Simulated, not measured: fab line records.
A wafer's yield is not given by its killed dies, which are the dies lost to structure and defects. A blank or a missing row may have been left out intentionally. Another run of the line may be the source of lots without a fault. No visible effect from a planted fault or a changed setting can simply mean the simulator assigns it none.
Chamber matching	flow sky130	SKY_CONTACT_ETCH_17 on rieDiel-04: 4 sister chambers
The step etches SiO2 in C4F8/O2/Ar, stops on Si3N4, target depth 340 nm. 8 wafers are shown with their chamber, then 11 later ones without.

WAFERS, EACH WITH ITS CHAMBER
wafer	chamber	chamberPressureMTorr (mTorr)	oesProductAu (a.u.)
L081.4	3	39.97	0.896
L081.6	3	39.97	0.903
L084.5	0	39.96	0.896
L084.6	1	39.92	0.885
L086.1	0	39.91	0.889
L086.3	1	39.97	0.893
L086.4	2	40.00	0.893
L090.1	2	40.03	0.888

WAFERS WHOSE CHAMBER IS MISSING
wafer	chamberPressureMTorr (mTorr)	oesProductAu (a.u.)
L090.3	39.98	0.892
L090.4	40.03	0.888
L093.2	40.04	0.895
L093.5	40.01	0.896
L093.6	40.00	0.888
L095.1	40.04	0.891
L095.2	39.95	0.894
L095.5	40.03	0.886
L096.1	39.98	0.886
L096.3	40.01	0.893
L096.4	40.04	0.888

CHAMBER TAKEN BY EACH
wafer	from the rows above	in truth
L090.3	can't be placed: 2 or 1 or 3 or 0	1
L090.4	2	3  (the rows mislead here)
L093.2	can't be placed: 2 or 3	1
L093.5	can't be placed: 2 or 3 or 1 or 0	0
L093.6	can't be placed: 2 or 1 or 0 or 3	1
L095.1	2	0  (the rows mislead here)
L095.2	can't be placed: 0 or 1 or 3 or 2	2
L095.5	2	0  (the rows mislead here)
L096.1	can't be placed: 1 or 2 or 0 or 3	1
L096.3	can't be placed: 2 or 3 or 1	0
L096.4	2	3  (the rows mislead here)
0 of 11 placed correctly. These rows do not allow placing 7 (true chamber among the candidates in 5). Number placed wrongly: 4.
How it was worked out, from the rows above alone: a wafer's distance from a chamber is the root of the sum, over the readings, of the square of ((its reading less the chamber's mean) divided by the reading's scatter). The wafer belongs to the nearest chamber; if the next one is less than 2 further off, it can't be placed. The mean given for a chamber averages the wafers shown for that chamber. The scatter: take each reading less its chamber's mean, square it, sum over the shown wafers, divide by the number of wafers less the number of chambers, and take the root.
